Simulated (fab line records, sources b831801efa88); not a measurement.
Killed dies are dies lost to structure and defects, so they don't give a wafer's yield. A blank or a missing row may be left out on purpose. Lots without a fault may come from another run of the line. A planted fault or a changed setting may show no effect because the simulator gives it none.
Which tool did it? | flow sky130 | 11 lots, 33 wafers sampled, at 3 steps of a route of 708

WHAT THE GAUGES READ, wafer by wafer
SKY_CAP2M_THK_MEAS_04: measures by xrf. Usual: CAP2M_TIN_THK 200.0 nm, standard deviation 2.6.
lot  | measured     | on            | CAP2M_TIN_THK (nm) | flag
L204 | day 39 16:22 | film_metro-01 | 201.7 200.7 202.3  |
L208 | day 41 00:08 | film_metro-03 | 196.6 197.0 199.9  |
L210 | day 41 21:38 | film_metro-04 | 201.5 198.9 198.1  |
L214 | day 43 17:12 | film_metro-01 | 201.5 199.7 202.2  |
L215 | day 43 20:51 | film_metro-01 | 199.3 201.0 200.2  |
L219 | day 44 07:43 | film_metro-01 | 198.3 199.0 197.8  |
L222 | day 44 20:13 | film_metro-03 | 200.2 201.1 198.9  |
L221 | day 45 00:00 | film_metro-03 | 204.2 202.2 205.2  |
L225 | day 45 16:20 | film_metro-03 | 206.2 203.3 200.7  |
L226 | day 46 00:05 | film_metro-04 | 200.7 199.1 197.6  |
L227 | day 46 16:13 | film_metro-04 | 201.8 201.7 200.6  |

WHICH TOOL RAN EACH LOT (tool, then ch and the chambers of the sampled wafers, then the start)
lot  | SKY_VIA3_ETCH_15                   | SKY_VIA3_STRIP_16
L204 | rie_diel-02 ch 0,1,3, day 39 14:29 | plasma_asher-02 ch 0,1, day 39 14:32
L208 | rie_diel-02 ch 2,3, day 40 21:37   | plasma_asher-01 ch 0,1, day 40 21:41
L210 | rie_diel-03 ch 1,3, day 41 19:50   | plasma_asher-04 ch 0,1, day 41 19:56
L214 | rie_diel-01 ch 1,2,3, day 43 15:23 | plasma_asher-04 ch 0,1, day 43 15:26
L215 | rie_diel-02 ch 0,2,3, day 43 19:02 | plasma_asher-01 ch 0,1, day 43 19:05
L219 | rie_diel-02 ch 0,3, day 44 05:52   | plasma_asher-02 ch 0,1, day 44 05:58
L222 | rie_diel-02 ch 1,3, day 44 18:25   | plasma_asher-01 ch 0,1, day 44 18:29
L221 | rie_diel-01 ch 0,2,3, day 44 22:13 | plasma_asher-02 ch 0,1, day 44 22:17
L225 | rie_diel-02 ch 0,2,3, day 45 14:31 | plasma_asher-01 ch 0,1, day 45 14:37
L226 | rie_diel-01 ch 0,1, day 45 22:17   | plasma_asher-04 ch 0,1, day 45 22:21
L227 | rie_diel-02 ch 1,2,3, day 46 14:26 | plasma_asher-04 ch 0,1, day 46 14:30
- SKY_VIA3_ETCH_15: etches SiO2 in C4F8/O2/Ar, stops on TiN, target depth 507 nm, time 78 s.
- SKY_VIA3_STRIP_16: strips in O2/N2.

WHAT THE TOOLS THEMSELVES READ (means of the sampled wafers that have a number; where no wafer has one, the mark that the record gives instead)
SKY_VIA3_ETCH_15. Usual: oes_product_au 0.946 a.u., standard deviation 0.0048; run_length_s 106.1 s, standard deviation 0.48.
lot  | tool        | oes_product_au (a.u.) | run_length_s (s) | flag
L204 | rie_diel-02 | 0.945                 | 105.7            |
L208 | rie_diel-02 | 0.939                 | 105.8            |
L210 | rie_diel-03 | 0.946                 | 106.5            |
L214 | rie_diel-01 | 0.943                 | 106.2            |
L215 | rie_diel-02 | 0.947                 | 105.7            |
L219 | rie_diel-02 | 0.943                 | 105.7            |
L222 | rie_diel-02 | 0.948                 | 105.8            |
L221 | rie_diel-01 | 0.948                 | 106.3            |
L225 | rie_diel-02 | 0.947                 | 105.9            |
L226 | rie_diel-01 | 0.946                 | 106.5            |
L227 | rie_diel-02 | 0.942                 | 106.2            |

SKY_VIA3_STRIP_16. Usual: drypump_motor_current_A 5.9 A, standard deviation 0.42; oes_product_au 0.402 a.u., standard deviation 0.0044; strip_time_to_endpoint_s 4.139 s, standard deviation 0.025.
lot  | tool            | drypump_motor_current_A (A) | oes_product_au (a.u.) | strip_time_to_endpoint_s (s) | flag
L204 | plasma_asher-02 | 6.0                         | 0.408                 | 4.160                        |
L208 | plasma_asher-01 | 5.5                         | 0.401                 | 4.154                        |
L210 | plasma_asher-04 | 6.0                         | 0.401                 | 4.119                        |
L214 | plasma_asher-04 | 6.1                         | 0.403                 | 4.168                        |
L215 | plasma_asher-01 | 5.5                         | 0.402                 | 4.121                        |
L219 | plasma_asher-02 | 5.7                         | 0.404                 | 4.136                        |
L222 | plasma_asher-01 | 5.4                         | 0.404                 | 4.127                        |
L221 | plasma_asher-02 | 5.7                         | 0.403                 | 4.109                        |
L225 | plasma_asher-01 | 5.5                         | 0.404                 | 4.124                        |
L226 | plasma_asher-04 | 6.1                         | 0.403                 | 4.146                        |
L227 | plasma_asher-04 | 6.0                         | 0.401                 | 4.156                        |

THE ANSWER, worked out from the rows above alone
Rule: a lot is off if the mean of its wafers that have a number lies more than 3 standard deviations from the usual mean. A lot without any number at a reading at which 4 lots or more have one is off too. The other lots that the step has rows for count as sound. The gauges are gone through in route order, then the tools' own readings, and for those a lot's mean is taken as printed above. The first step at which some lot is off is used, and at that step the reading that is off furthest; a lot without a number counts as furthest.
No lot is off at any reading shown: from this, nothing can be told.

WHAT THE SIMULATOR HAD PUT IN
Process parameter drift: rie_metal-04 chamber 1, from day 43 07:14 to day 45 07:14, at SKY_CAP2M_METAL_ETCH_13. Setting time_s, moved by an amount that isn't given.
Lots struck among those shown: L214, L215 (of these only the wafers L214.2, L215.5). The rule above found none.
